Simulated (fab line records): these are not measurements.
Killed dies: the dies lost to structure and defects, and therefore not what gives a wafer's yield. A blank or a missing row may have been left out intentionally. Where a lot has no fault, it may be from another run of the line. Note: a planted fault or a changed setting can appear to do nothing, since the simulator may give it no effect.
fab line records	flow sky130
record lots=13	wafers=39	last_day=50
route steps=708 shown METAL1@452 VIA1@480 VIA2@507 PAD_OPEN@708
lots untouched by any fault: they come from a run of this same line in which no faults occurred
start_h: hours from the record's opening day to when the first of the lot's shown wafers began	wait_h: how many hours have passed since the lot's step before this one	" unchanged from the row above	L1.1+2: several wafers, shown together as one row	- value missing, or start not given	* or withheld: withheld	< > ~ a bound
route shown NAME@n: a module of which the file shows steps, and the number in the route of the first	usual: mean and standard deviation over wafers with no fault	same: alike in all rows	chamber/n: place in a boat	sites: the reading at each site	_std_site: standard deviation of those values	_edge_site: outer sites' mean less inner sites'	radius_mm: how far each site lies from the wafer's centre	mask NAME#n: copy n	behind: the last tool/chamber to shape the wafer	hold: what put the lot on hold/how long, in hours/how the hold closed	device: transistor that didn't switch, given as n, p or np	end of line: at the end of the route, the tests of the same wafers	for a step that has no rows: nothing shown but its recipe	killed: dies that structure and defects cost at the first sort, which is not the same as the wafer's yield	map: a wafer's dies, x killed, . not, _ none there
set.NAME: the run value of the setting; set.NAME@STEP: its run value at that earlier step	model.NAME: the simulator's own value behind a step, which no gauge read
the route's steps for a sample of lots (tables are steps, rows are wafers)
services: when a tool's chamber went out of use (start_h, in hours from the record's first day, below 0 if earlier), for how many hours, and the reason
## steps
# step SKY_METAL1_ETCH_18
# recipe chemistry=N2/H2	target=BARC	ion_energy_ev=200	bias_w=100	pressure_mtorr=30	n2_flow_sccm=100	h2_flow_sccm=200	icp_w=500	stop_on=SiO2	time_s=45.9	target_depth_a=600
# usual drypump_motor_current_A=5.8/0.34	oes_product_au=0.855/0.0042	throttle_valve_pct=13.226/0.009
lot.wafer	tool	chamber	start_h	wait_h	drypump_motor_current_A	oes_product_au	rf_hours_counter_h	throttle_valve_pct
L134.1	rie_metal-04	1	769.76	0.0	5.9	0.851	4	13.227
L134.4	"	1	"	"	5.8	0.854	-	13.229
L134.5	"	1	"	"	5.9	0.852	-	13.240
L137.1	rie_metal-03	1	803.64	0.0	5.5	0.856	11	13.222
L137.2	"	0	"	"	6.3	0.846	11	13.238
L137.5	"	0	"	"	6.3	0.845	-	13.226
L139.1	rie_metal-03	1	806.79	0.0	5.5	0.855	12	13.220
L139.2	"	0	"	"	6.3	0.860	11	13.230
L139.4	"	1	"	"	5.5	0.855	-	13.210
L140.2	rie_metal-04	0	816.49	0.0	5.4	0.855	4	13.225
L140.3	"	1	"	"	5.8	0.855	-	13.225
L140.4	"	0	"	"	5.4	0.853	-	13.248
L147.1	rie_metal-04	1	884.56	0.0	5.8	0.849	8	13.211
L147.2	"	0	"	"	5.4	0.847	7	13.242
L147.6	"	1	"	"	5.8	0.857	-	13.208
L149.1	rie_metal-03	1	891.13	0.0	5.6	0.857	14	13.215
L149.2	"	0	"	"	6.3	0.856	14	13.215
L149.5	"	1	"	"	5.6	0.856	-	13.212
L148.4	rie_metal-04	1	893.85	0.0	5.9	0.860	-	13.235
L148.5	"	1	"	"	5.8	0.853	-	13.225
L148.6	"	0	"	"	5.4	0.856	-	13.227
L151.2	rie_metal-01	0	906.19	0.0	6.2	0.850	11	13.237
L151.4	"	0	"	"	6.2	0.853	-	13.228
L151.6	"	0	"	"	6.2	0.853	-	13.241
L150.2	rie_metal-03	0	910.81	0.0	6.3	0.862	15	13.214
L150.3	"	1	"	"	5.6	0.852	-	13.238
L150.6	"	0	"	"	6.3	0.858	-	13.233
L153.1	rie_metal-04	1	920.58	0.0	5.8	0.855	10	13.239
L153.2	"	0	"	"	5.3	0.857	9	13.245
L153.5	"	1	"	"	5.8	0.857	-	13.238
L154.1	rie_metal-04	1	923.99	0.0	5.9	0.859	10	13.223
L154.2	"	0	"	"	5.4	0.851	9	13.217
L154.4	"	1	"	"	5.8	0.848	-	13.222
L155.1	rie_metal-01	1	929.94	0.0	6.0	0.855	7	13.231
L155.3	"	1	"	"	6.0	0.851	-	13.218
L155.4	"	0	"	"	6.2	0.847	-	13.243
L156.2	rie_metal-04	1	935.76	0.0	5.8	0.858	10	13.228
L156.5	"	1	"	"	5.8	0.858	-	13.233
L156.6	"	0	"	"	5.4	0.853	-	13.213
# step SKY_VIA1_RS_MEAS_22
# recipe thk_meas_gauge=four-point-probe	reads=W_of_VIA1_CVD_21+TiN_of_VIA1_SPUTTER_20
# usual VIA1_W_RS=0.427/0.0053
lot.wafer	tool	chamber	start_h	wait_h	VIA1_W_RS[ohm/sq]
L134.1	film_metro-02	-	798.65	0.1	0.433
L134.4	"	-	"	"	0.421
L134.5	"	-	"	"	0.424
L137.1	film_metro-04	-	832.66	0.1	0.428
L137.2	"	-	"	"	0.441
L137.5	"	-	"	"	0.429
L139.1	film_metro-02	-	835.44	0.1	0.428
L139.2	"	-	"	"	0.427
L139.4	"	-	"	"	0.420
L140.2	film_metro-02	-	845.48	0.1	0.422
L140.3	"	-	"	"	0.426
L140.4	"	-	"	"	0.419
L147.1	film_metro-03	-	912.72	0.1	0.428
L147.2	"	-	"	"	0.431
L147.6	"	-	"	"	0.432
L149.1	film_metro-03	-	919.02	0.1	0.426
L149.2	"	-	"	"	0.431
L149.5	"	-	"	"	0.430
L148.4	film_metro-02	-	921.69	0.1	0.430
L148.5	"	-	"	"	0.431
L148.6	"	-	"	"	0.435
L151.2	film_metro-02	-	934.12	0.1	0.421
L151.4	"	-	"	"	0.415
L151.6	"	-	"	"	0.425
L150.2	film_metro-02	-	938.36	0.1	0.423
L150.3	"	-	"	"	0.433
L150.6	"	-	"	"	0.423
L153.1	film_metro-03	-	947.62	0.1	0.430
L153.2	"	-	"	"	0.426
L153.5	"	-	"	"	0.426
L154.1	film_metro-03	-	952.22	0.1	0.435
L154.2	"	-	"	"	0.436
L154.4	"	-	"	"	0.431
L155.1	film_metro-02	-	956.61	0.1	0.422
L155.3	"	-	"	"	0.428
L155.4	"	-	"	"	0.423
L156.2	film_metro-04	-	962.19	0.1	0.426
L156.5	"	-	"	"	0.424
L156.6	"	-	"	"	0.430
# step SKY_VIA2_HDPCVD_00
# recipe material=SiO2	target_thk_nm=1180	sigma_open_frac=0.3	time_s=196.7	temp_c=400	sih4_flow_sccm=60	pressure_mtorr=6
lot.wafer	tool	chamber	start_h	wait_h
L134.1+4+5	hdpcvd-01	1,2,0	826.73	0.0
L137.1+2+5	hdpcvd-02	0,1,2	860.25	0.0
L139.1+2+4	hdpcvd-02	1,2,1	862.88	0.0
L140.2+3+4	hdpcvd-02	2,1,0	873.16	0.0
L147.1+2+6	hdpcvd-02	2,1,1	939.80	0.0
L149.1+2+5	hdpcvd-01	2,1,0	945.85	0.0
L148.4+5+6	hdpcvd-02	2,0,1	948.36	0.1
L151.2+4+6	hdpcvd-02	0,2,1	959.67	0.0
L150.2+3+6	hdpcvd-02	2,0,0	963.67	0.1
L153.1+2+5	hdpcvd-02	0,2,0	973.82	0.0
L154.1+2+4	hdpcvd-01	1,2,2	977.87	0.0
L155.1+3+4	hdpcvd-01	2,0,1	981.74	0.0
L156.2+5+6	hdpcvd-02	0,0,1	987.76	0.0
# step SKY_VIA2_OVL_MEAS_13
# usual VIA2_OVL=2/5.7
lot.wafer	tool	chamber	start_h	wait_h	VIA2_OVL[nm]
L134.1	overlay-01	-	853.00	0.1	-4
L134.4	"	-	"	"	3
L134.5	"	-	"	"	2
L137.1	overlay-01	-	886.07	0.1	5
L137.2	"	-	"	"	-2
L137.5	"	-	"	"	-2
L139.1	overlay-02	-	889.15	0.1	3
L139.2	"	-	"	"	-2
L139.4	"	-	"	"	10
L140.2	overlay-01	-	900.15	0.1	-1
L140.3	"	-	"	"	0
L140.4	"	-	"	"	-6
L147.1	overlay-01	-	964.15	0.1	10
L147.2	"	-	"	"	7
L147.6	"	-	"	"	7
L149.1	overlay-01	-	970.12	0.1	2
L149.2	"	-	"	"	-1
L149.5	"	-	"	"	4
L148.4	overlay-02	-	973.04	0.1	2
L148.5	"	-	"	"	2
L148.6	"	-	"	"	-4
L151.2	overlay-01	-	983.76	0.1	3
L151.4	"	-	"	"	3
L151.6	"	-	"	"	5
L150.2	overlay-01	-	987.58	0.1	-6
L150.3	"	-	"	"	4
L150.6	"	-	"	"	2
L153.1	overlay-01	-	998.10	0.1	0
L153.2	"	-	"	"	-1
L153.5	"	-	"	"	-6
L154.1	overlay-01	-	1001.90	0.1	-1
L154.2	"	-	"	"	14
L154.4	"	-	"	"	9
L155.1	overlay-02	-	1006.49	0.1	0
L155.3	"	-	"	"	7
L155.4	"	-	"	"	9
L156.2	overlay-02	-	1011.15	0.1	-3
L156.5	"	-	"	"	-9
L156.6	"	-	"	"	-9
# step SKY_PAD_OPEN_PROBE_99
# usual defect_limited_yield=82.8/1.8	killed_at_M0_to_M3=42/6.4	killed_at_M4_up=3.0/2	killed_at_contacts=24/5.2	killed_at_front_end=14/4.2	killed_at_other=0.4/0.72	killed_dies=84/9	killed_open=46/6.6	killed_short=38/6	sort_bin_3_pad_short=0.9/0.4	sort_bin_5_function=10.1/1.4	sort_bin_6_memory=6.2/1.1	sort_n_pass=408/9	sort_yield_pct=82.8/1.8
# same gross_dies=492	killed_at_back_side=0	sort_bin_4_leakage[%]=0	sort_bin_8_speed[%]=0
lot.wafer	tool	chamber	start_h	wait_h	defect_limited_yield[%]	killed_at_M0_to_M3	killed_at_M4_up	killed_at_contacts	killed_at_front_end	killed_at_other	killed_dies	killed_open	killed_short	sort_bin_3_pad_short[%]	sort_bin_5_function[%]	sort_bin_6_memory[%]	sort_n_pass	sort_yield_pct[%]
L137.1	prober-01	-	1106.31	0.1	82.7	42	2	20	19	2	85	50	34	1.0	11.8	4.5	407	82.7
L137.2	prober-01	-	1106.36	0.1	85.4	29	1	24	16	2	72	40	31	1.0	7.1	6.5	420	85.4
L137.5	prober-01	-	1106.51	0.2	82.5	42	3	26	15	0	86	49	37	1.4	9.1	6.9	406	82.5
L139.1	prober-01	-	1109.22	0.1	73.0	94	6	21	11	1	133	49	27	2.4	18.5	6.1	359	73.0
L139.2	prober-01	-	1109.27	0.1	82.3	50	4	27	6	0	87	56	31	0.6	10.6	6.5	405	82.3
L139.4	prober-01	-	1109.37	0.2	74.4	93	2	26	5	0	126	35	34	3.7	16.3	5.7	366	74.4
L140.2	prober-02	-	1118.31	0.1	82.5	39	2	29	16	0	86	45	40	1.2	11.4	4.9	406	82.5
L140.3	prober-02	-	1118.36	0.2	75.6	90	1	17	12	0	120	41	24	4.7	13.4	6.3	372	75.6
L140.4	prober-02	-	1118.41	0.2	83.7	41	3	20	16	0	80	35	45	0.6	9.8	5.9	412	83.7
L147.1	prober-02	-	1164.84	0.1	82.5	53	2	20	11	0	86	49	37	1.0	11.0	5.5	406	82.5
L147.2	prober-02	-	1164.89	0.1	81.5	44	4	27	16	0	91	59	32	0.8	11.2	6.5	401	81.5
L147.6	prober-02	-	1165.09	0.2	80.1	52	1	32	12	1	98	59	39	2.0	12.0	5.9	394	80.1
L149.1	prober-01	-	1169.71	0.1	84.8	48	5	16	6	0	75	41	34	1.0	10.4	3.9	417	84.8
L149.2	prober-01	-	1169.76	0.1	84.8	42	2	20	11	0	75	41	34	0.2	9.3	5.7	417	84.8
L149.5	prober-01	-	1169.91	0.2	83.3	38	4	30	10	0	82	49	33	0.4	9.1	7.1	410	83.3
L148.4	prober-02	-	1172.66	0.2	80.3	37	3	39	18	0	97	55	41	1.2	11.4	7.1	395	80.3
L148.5	prober-02	-	1172.71	0.2	83.9	43	2	18	15	1	79	48	31	0.6	10.4	5.1	413	83.9
L148.6	prober-02	-	1172.76	0.2	80.1	52	4	24	17	1	98	49	49	1.2	11.4	7.3	394	80.1
L151.2	prober-01	-	1181.05	0.1	82.5	42	4	22	18	0	86	43	41	0.6	11.0	5.9	406	82.5
L151.4	prober-01	-	1181.15	0.2	79.1	53	3	31	16	0	103	57	43	0.8	12.4	7.7	389	79.1
L151.6	prober-01	-	1181.25	0.2	80.5	50	6	22	17	1	96	50	44	1.4	12.4	5.7	396	80.5
L153.1	prober-02	-	1191.62	0.1	81.9	58	2	16	13	0	89	48	41	1.6	11.4	5.1	403	81.9
L153.2	prober-02	-	1191.67	0.1	82.5	40	4	19	23	0	86	49	36	0.6	11.0	5.9	406	82.5
L153.5	prober-02	-	1191.82	0.2	84.3	39	5	12	20	1	77	37	40	1.2	9.6	4.9	415	84.3
L154.1	prober-01	-	1193.94	0.1	85.4	30	1	25	16	0	72	45	27	0.8	7.5	6.3	420	85.4
L154.2	prober-01	-	1193.99	0.1	83.1	42	1	29	11	0	83	39	44	1.4	9.1	6.3	409	83.1
L154.4	prober-01	-	1194.09	0.2	81.3	46	1	28	17	0	92	55	37	0.6	12.6	5.5	400	81.3
L155.3	prober-02	-	1197.42	0.2	80.9	45	6	35	8	0	94	51	42	1.4	11.0	6.7	398	80.9
L156.2	prober-01	-	1200.24	0.1	82.9	42	1	25	14	2	84	43	39	0.4	9.3	7.3	408	82.9
L156.5	prober-01	-	1200.39	0.2	82.9	39	1	23	17	4	84	41	39	0.8	10.0	6.3	408	82.9
L156.6	prober-01	-	1200.44	0.2	81.5	49	3	25	10	4	91	48	40	0.6	12.0	5.9	401	81.5
# killed by level:class
L137.1 LI_CONTACT:geometric_particle:open=10 VIA3:geometric_particle:open=9 VIA3:geometric_particle:short=8 POLY_GATE:geometric_particle:short=7 CONTACT:geometric_particle:open=7 VIA1:geometric_particle:open=6 VIA2:geometric_particle:open=6 POLY_GATE:geometric_particle:open=5
L137.2 LI_CONTACT:geometric_particle:open=10 VIA1:geometric_particle:open=7 CONTACT:geometric_particle:open=6 POLY_GATE:geometric_particle:short=4 LOCAL_INTERCONNECT:geometric_particle:short=4 VIA1:geometric_particle:short=4 FIELD_ISO:geometric_particle:short=3 POLY_GATE:geometric_particle:open=3
L137.5 VIA1:geometric_particle:open=10 VIA3:geometric_particle:open=9 LI_CONTACT:geometric_particle:open=7 METAL2:geometric_particle:short=7 VIA2:geometric_particle:open=7 CONTACT:geometric_particle:open=6 FIELD_ISO:geometric_particle:short=5 LI_CONTACT:geometric_particle:short=5
L139.1 VIA2:unspecified=57 VIA3:geometric_particle:open=11 VIA1:geometric_particle:open=7 VIA2:geometric_particle:open=7 FIELD_ISO:geometric_particle:open=6 CONTACT:geometric_particle:open=6 LOCAL_INTERCONNECT:geometric_particle:short=6 LI_CONTACT:geometric_particle:open=5
L139.2 VIA1:geometric_particle:open=15 CONTACT:geometric_particle:open=13 METAL1:geometric_particle:short=6 LI_CONTACT:geometric_particle:open=6 VIA1:geometric_particle:short=6 VIA2:geometric_particle:open=5 METAL2:geometric_particle:open=4 LOCAL_INTERCONNECT:geometric_particle:short=4
L139.4 VIA2:unspecified=57 CONTACT:geometric_particle:open=9 METAL1:geometric_particle:short=6 VIA2:geometric_particle:open=5 LI_CONTACT:geometric_particle:open=5 VIA1:geometric_particle:short=5 LOCAL_INTERCONNECT:geometric_particle:short=4 CONTACT:geometric_particle:short=4
L140.2 CONTACT:geometric_particle:open=11 VIA1:geometric_particle:open=7 LI_CONTACT:geometric_particle:open=7 CONTACT:geometric_particle:short=7 METAL1:geometric_particle:short=6 FIELD_ISO:geometric_particle:open=4 METAL2:geometric_particle:short=4 VIA1:geometric_particle:short=4
L140.3 VIA2:unspecified=55 CONTACT:geometric_particle:open=11 VIA1:geometric_particle:open=11 METAL2:geometric_particle:short=8 FIELD_ISO:geometric_particle:open=4 VIA1:geometric_particle:short=4 CONTACT:geometric_particle:short=3 VIA3:geometric_particle:open=3
L140.4 VIA1:geometric_particle:open=10 METAL2:geometric_particle:short=8 FIELD_ISO:geometric_particle:short=6 CONTACT:geometric_particle:open=6 VIA2:geometric_particle:open=6 POLY_GATE:geometric_particle:short=5 VIA3:geometric_particle:short=5 LI_CONTACT:geometric_particle:open=4
L147.1 CONTACT:geometric_particle:open=9 VIA3:geometric_particle:open=8 VIA2:geometric_particle:open=8 VIA1:geometric_particle:open=7 LI_CONTACT:geometric_particle:open=6 VIA1:geometric_particle:short=6 METAL1:geometric_particle:short=6 METAL2:geometric_particle:short=6
L147.2 LI_CONTACT:geometric_particle:open=13 VIA1:geometric_particle:open=12 CONTACT:geometric_particle:open=9 VIA3:geometric_particle:open=6 VIA2:geometric_particle:open=6 POLY_GATE:geometric_particle:short=5 POLY_GATE:geometric_particle:open=4 VIA1:geometric_particle:short=4
L147.6 VIA2:geometric_particle:open=16 CONTACT:geometric_particle:open=9 LOCAL_INTERCONNECT:geometric_particle:short=7 LI_CONTACT:geometric_particle:open=7 VIA1:geometric_particle:short=7 VIA1:geometric_particle:open=7 VIA3:geometric_particle:open=6 CONTACT:geometric_particle:short=5
L149.1 VIA1:geometric_particle:open=8 VIA2:geometric_particle:open=8 VIA3:geometric_particle:open=8 METAL1:geometric_particle:short=6 METAL2:geometric_particle:short=6 CONTACT:geometric_particle:open=5 METAL4:geometric_particle:short=4 LI_CONTACT:geometric_particle:open=4
L149.2 VIA1:geometric_particle:open=10 METAL2:geometric_particle:short=8 VIA3:geometric_particle:open=7 CONTACT:geometric_particle:open=6 LI_CONTACT:geometric_particle:open=5 LOCAL_INTERCONNECT:geometric_particle:short=5 VIA2:geometric_particle:open=4 FIELD_ISO:geometric_particle:open=3
L149.5 CONTACT:geometric_particle:open=12 LI_CONTACT:geometric_particle:open=7 VIA1:geometric_particle:open=7 CONTACT:geometric_particle:short=6 VIA3:geometric_particle:open=6 METAL2:geometric_particle:short=5 VIA2:geometric_particle:open=5 METAL4:geometric_particle:short=4
L148.4 CONTACT:geometric_particle:open=16 VIA1:geometric_particle:open=14 LI_CONTACT:geometric_particle:short=7 LOCAL_INTERCONNECT:geometric_particle:short=7 VIA2:geometric_particle:open=6 LI_CONTACT:geometric_particle:open=5 FIELD_ISO:geometric_particle:short=4 POLY_GATE:geometric_particle:short=4
L148.5 VIA2:geometric_particle:open=11 VIA1:geometric_particle:open=9 VIA3:geometric_particle:open=8 CONTACT:geometric_particle:open=6 FIELD_ISO:geometric_particle:short=5 VIA1:geometric_particle:short=5 CONTACT:geometric_particle:short=4 LI_CONTACT:geometric_particle:open=4
L148.6 VIA1:geometric_particle:open=11 METAL2:geometric_particle:short=9 FIELD_ISO:geometric_particle:short=8 LI_CONTACT:geometric_particle:open=8 VIA2:geometric_particle:open=7 VIA1:geometric_particle:short=6 CONTACT:geometric_particle:short=5 POLY_GATE:geometric_particle:open=4
L151.2 VIA1:geometric_particle:open=11 VIA1:geometric_particle:short=8 CONTACT:geometric_particle:short=7 CONTACT:geometric_particle:open=7 VIA3:geometric_particle:open=7 FIELD_ISO:geometric_particle:short=5 POLY_GATE:geometric_particle:open=5 VIA3:geometric_particle:short=5
L151.4 CONTACT:geometric_particle:open=12 VIA1:geometric_particle:open=11 METAL2:geometric_particle:short=9 LI_CONTACT:geometric_particle:open=7 VIA2:geometric_particle:open=7 VIA3:geometric_particle:open=7 POLY_GATE:geometric_particle:short=5 LOCAL_INTERCONNECT:geometric_particle:short=5
L151.6 VIA1:geometric_particle:open=15 CONTACT:geometric_particle:open=10 VIA2:geometric_particle:open=8 FIELD_ISO:geometric_particle:short=7 METAL2:geometric_particle:short=7 VIA3:geometric_particle:open=7 METAL4:geometric_particle:short=5 VIA1:geometric_particle:short=5
L153.1 VIA1:geometric_particle:open=16 METAL2:geometric_particle:short=12 VIA3:geometric_particle:open=7 CONTACT:geometric_particle:open=5 VIA1:geometric_particle:short=5 FIELD_ISO:geometric_particle:short=4 FIELD_ISO:geometric_particle:open=4 LI_CONTACT:geometric_particle:open=4
L153.2 FIELD_ISO:geometric_particle:open=8 VIA1:geometric_particle:open=8 LI_CONTACT:geometric_particle:open=7 VIA1:geometric_particle:short=6 CONTACT:geometric_particle:open=5 METAL2:geometric_particle:short=5 FIELD_ISO:geometric_particle:short=4 VIA2:geometric_particle:open=4
L153.5 METAL2:geometric_particle:short=9 VIA1:geometric_particle:open=8 FIELD_ISO:geometric_particle:short=7 POLY_GATE:geometric_particle:open=5 FIELD_ISO:geometric_particle:open=4 POLY_GATE:geometric_particle:short=4 CONTACT:geometric_particle:open=4 VIA1:geometric_particle:short=4
L154.1 LI_CONTACT:geometric_particle:open=8 CONTACT:geometric_particle:open=8 VIA1:geometric_particle:open=7 VIA2:geometric_particle:open=7 VIA3:geometric_particle:open=5 FIELD_ISO:geometric_particle:short=4 FIELD_ISO:geometric_particle:open=4 LI_CONTACT:geometric_particle:short=3
L154.2 VIA1:geometric_particle:open=11 CONTACT:geometric_particle:short=9 CONTACT:geometric_particle:open=8 METAL1:geometric_particle:short=7 LI_CONTACT:geometric_particle:open=6 METAL2:geometric_particle:short=6 VIA1:geometric_particle:short=5 POLY_GATE:geometric_particle:short=4
L154.4 CONTACT:geometric_particle:open=14 LI_CONTACT:geometric_particle:open=10 VIA1:geometric_particle:open=9 VIA1:geometric_particle:short=7 METAL1:geometric_particle:short=6 METAL2:geometric_particle:short=5 VIA2:geometric_particle:open=5 VIA3:geometric_particle:open=5
L155.3 LI_CONTACT:geometric_particle:open=11 VIA3:geometric_particle:open=10 CONTACT:geometric_particle:open=9 VIA2:geometric_particle:open=8 CONTACT:geometric_particle:short=8 METAL1:geometric_particle:short=5 VIA3:geometric_particle:short=5 METAL4:geometric_particle:short=5
L156.2 VIA1:geometric_particle:open=15 CONTACT:geometric_particle:open=11 METAL2:geometric_particle:short=7 CONTACT:geometric_particle:short=7 POLY_GATE:geometric_particle:short=5 METAL1:geometric_particle:short=5 LI_CONTACT:geometric_particle:open=5 VIA3:geometric_particle:open=5
L156.5 VIA1:geometric_particle:open=11 POLY_GATE:geometric_particle:open=8 CONTACT:geometric_particle:open=8 CONTACT:geometric_particle:short=8 FIELD_ISO:geometric_particle:short=5 METAL3:geometric_particle:short=5 VIA1:geometric_particle:short=4 VIA2:geometric_particle:open=4
L156.6 CONTACT:geometric_particle:short=11 VIA2:geometric_particle:open=9 VIA3:geometric_particle:open=9 LI_CONTACT:geometric_particle:open=8 VIA1:geometric_particle:open=8 METAL2:geometric_particle:short=5 VIA1:geometric_particle:short=5 METAL3:geometric_particle:short=5
## services
tool	chamber	start_h	hours	kind
hdpcvd-01	-	780.28	0.3	repair
rie_metal-04	-	792.49	0.7	repair
rie_metal-01	-	810.29	0.5	repair
hdpcvd-02	2	849.33	2.4	repair
hdpcvd-01	2	882.85	3.1	repair
hdpcvd-02	-	915.42	6.0	pm
rie_metal-03	1	919.12	-	clean
rie_metal-03	1	919.12	22.6	scheduled_down
rie_metal-03	1	919.12	22.6	vent_cycle
hdpcvd-02	0	926.35	5.0	repair
rie_metal-03	0	941.71	-	clean
rie_metal-03	0	941.71	16.1	scheduled_down
rie_metal-03	0	941.71	16.1	vent_cycle
rie_metal-01	-	944.44	1.2	repair
hdpcvd-01	-	950.25	15.0	pm
hdpcvd-01	0	950.25	15.0	vent_cycle
hdpcvd-01	1	950.25	15.0	vent_cycle
hdpcvd-01	2	950.25	15.0	vent_cycle
hdpcvd-01	0	965.25	-	clean
hdpcvd-01	1	965.25	-	clean
hdpcvd-01	2	965.25	-	clean
## key
first_sign step=SKY_PAD_OPEN_PROBE_99	reading=killed_at_M0_to_M3	direction=up	sigmas=7.9	usual=42	struck=92
effect step=SKY_PAD_OPEN_PROBE_99	reading=sort_bin_3_pad_short	direction=up	sigmas=6.8	usual=0.9	struck=3.6
met_at SKY_VIA2_HDPCVD_00
struck_lots L139,L140
struck_wafers L139.1,L139.4,L140.3
not_acting_at SKY_METAL1_ETCH_18,SKY_VIA1_RS_MEAS_22,SKY_VIA2_OVL_MEAS_13
onset_between 860.25 862.88
fault kind=chamber_particle_source	tool=hdpcvd-02	chamber=1	onset_h=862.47	steps=SKY_VIA2_HDPCVD_00	rate_per_visit_cm2=1.3657	end_h=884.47
